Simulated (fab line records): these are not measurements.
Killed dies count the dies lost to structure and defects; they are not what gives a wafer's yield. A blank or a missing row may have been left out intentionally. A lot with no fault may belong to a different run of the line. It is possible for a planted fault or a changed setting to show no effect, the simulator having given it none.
Split-lot study :: flow sky130 :: route with 708 steps; 5 lots, 23 wafers read

== THE SPLIT ==
At SKY_SPACER_CVD_00 (deposits Si3N4 from DCS/NH3, target thk 43.1 nm, time 740 s), the setting pressureMtorr was moved away from the recipe's 250 mTorr on 15 of the 23 wafers read, by -12.6% to -4.2%. For the rest of the wafers, this setting stayed at what the recipe calls for.

The reading comes from the split's own step.

== THE READING ==
Si3N4_of_SPACER_CVD_00.thkNm (the simulator's own value, which no gauge read), in nm, at SKY_SPACER_CVD_00 (deposits Si3N4 from DCS/NH3, target thk 43.1 nm, time 740 s). There is no usual value for it anywhere in the file. The 8 wafers here that ran the recipe average 43.33 nm, standard deviation 0.26 nm.

wafer: L074.1
tool, chamber at the split: -, -
pressureMtorr as run, mTorr: 250
against the recipe: recipe
Si3N4_of_SPACER_CVD_00.thkNm, nm: 43.23
against lot-mates on the recipe: -

wafer: L074.2
tool, chamber at the split: -, -
pressureMtorr as run, mTorr: 250
against the recipe: recipe
Si3N4_of_SPACER_CVD_00.thkNm, nm: 43.19
against lot-mates on the recipe: -

wafer: L074.3
tool, chamber at the split: -, -
pressureMtorr as run, mTorr: 250
against the recipe: recipe
Si3N4_of_SPACER_CVD_00.thkNm, nm: 42.96
against lot-mates on the recipe: -

wafer: L074.4
tool, chamber at the split: -, -
pressureMtorr as run, mTorr: 250
against the recipe: recipe
Si3N4_of_SPACER_CVD_00.thkNm, nm: 43.33
against lot-mates on the recipe: -

wafer: L074.5
tool, chamber at the split: -, -
pressureMtorr as run, mTorr: 250
against the recipe: recipe
Si3N4_of_SPACER_CVD_00.thkNm, nm: 43.06
against lot-mates on the recipe: -

wafer: L076.1
tool, chamber at the split: -, -
pressureMtorr as run, mTorr: 233.5
against the recipe: -6.6%
Si3N4_of_SPACER_CVD_00.thkNm, nm: 41.87
against lot-mates on the recipe: no lot-mate on the recipe

wafer: L076.2
tool, chamber at the split: -, -
pressureMtorr as run, mTorr: 233.5
against the recipe: -6.6%
Si3N4_of_SPACER_CVD_00.thkNm, nm: 42.44
against lot-mates on the recipe: no lot-mate on the recipe

wafer: L076.3
tool, chamber at the split: -, -
pressureMtorr as run, mTorr: 233.5
against the recipe: -6.6%
Si3N4_of_SPACER_CVD_00.thkNm, nm: 42.37
against lot-mates on the recipe: no lot-mate on the recipe

wafer: L076.5
tool, chamber at the split: -, -
pressureMtorr as run, mTorr: 233.5
against the recipe: -6.6%
Si3N4_of_SPACER_CVD_00.thkNm, nm: 41.95
against lot-mates on the recipe: no lot-mate on the recipe

wafer: L076.6
tool, chamber at the split: -, -
pressureMtorr as run, mTorr: 233.5
against the recipe: -6.6%
Si3N4_of_SPACER_CVD_00.thkNm, nm: 42.45
against lot-mates on the recipe: no lot-mate on the recipe

wafer: L079.1
tool, chamber at the split: lpcvd-02, 1
pressureMtorr as run, mTorr: 250
against the recipe: recipe
Si3N4_of_SPACER_CVD_00.thkNm, nm: 43.77
against lot-mates on the recipe: -

wafer: L079.3
tool, chamber at the split: lpcvd-02, 1
pressureMtorr as run, mTorr: 250
against the recipe: recipe
Si3N4_of_SPACER_CVD_00.thkNm, nm: 43.59
against lot-mates on the recipe: -

wafer: L079.5
tool, chamber at the split: lpcvd-02, 1
pressureMtorr as run, mTorr: 250
against the recipe: recipe
Si3N4_of_SPACER_CVD_00.thkNm, nm: 43.53
against lot-mates on the recipe: -

wafer: L082.1
tool, chamber at the split: -, -
pressureMtorr as run, mTorr: 239.6
against the recipe: -4.2%
Si3N4_of_SPACER_CVD_00.thkNm, nm: 42.91
against lot-mates on the recipe: no lot-mate on the recipe

wafer: L082.2
tool, chamber at the split: -, -
pressureMtorr as run, mTorr: 239.6
against the recipe: -4.2%
Si3N4_of_SPACER_CVD_00.thkNm, nm: 42.92
against lot-mates on the recipe: no lot-mate on the recipe

wafer: L082.4
tool, chamber at the split: -, -
pressureMtorr as run, mTorr: 239.6
against the recipe: -4.2%
Si3N4_of_SPACER_CVD_00.thkNm, nm: 42.88
against lot-mates on the recipe: no lot-mate on the recipe

wafer: L082.5
tool, chamber at the split: -, -
pressureMtorr as run, mTorr: 239.6
against the recipe: -4.2%
Si3N4_of_SPACER_CVD_00.thkNm, nm: 42.36
against lot-mates on the recipe: no lot-mate on the recipe

wafer: L082.6
tool, chamber at the split: -, -
pressureMtorr as run, mTorr: 239.6
against the recipe: -4.2%
Si3N4_of_SPACER_CVD_00.thkNm, nm: 43.3
against lot-mates on the recipe: no lot-mate on the recipe

wafer: L084.1
tool, chamber at the split: -, -
pressureMtorr as run, mTorr: 218.6
against the recipe: -12.6%
Si3N4_of_SPACER_CVD_00.thkNm, nm: 41.6
against lot-mates on the recipe: no lot-mate on the recipe

wafer: L084.2
tool, chamber at the split: -, -
pressureMtorr as run, mTorr: 218.6
against the recipe: -12.6%
Si3N4_of_SPACER_CVD_00.thkNm, nm: 41.45
against lot-mates on the recipe: no lot-mate on the recipe

wafer: L084.4
tool, chamber at the split: -, -
pressureMtorr as run, mTorr: 218.6
against the recipe: -12.6%
Si3N4_of_SPACER_CVD_00.thkNm, nm: 41.21
against lot-mates on the recipe: no lot-mate on the recipe

wafer: L084.5
tool, chamber at the split: -, -
pressureMtorr as run, mTorr: 218.6
against the recipe: -12.6%
Si3N4_of_SPACER_CVD_00.thkNm, nm: 41.48
against lot-mates on the recipe: no lot-mate on the recipe

wafer: L084.6
tool, chamber at the split: -, -
pressureMtorr as run, mTorr: 218.6
against the recipe: -12.6%
Si3N4_of_SPACER_CVD_00.thkNm, nm: 41.81
against lot-mates on the recipe: no lot-mate on the recipe

THE FIT
A straight line over all 23 wafers: Si3N4_of_SPACER_CVD_00.thkNm changes by +0.149 nm for each +1% of pressureMtorr; r = +0.93; the points scatter about the line by 0.29 nm.
Too few moved wafers with a lot-mate on the recipe to fit a line net of each lot's own level.

== FILE'S OWN FIT ==
Si3N4_of_SPACER_CVD_00.thkNm changes by +0.149 nm for each +1% of pressureMtorr, r = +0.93.
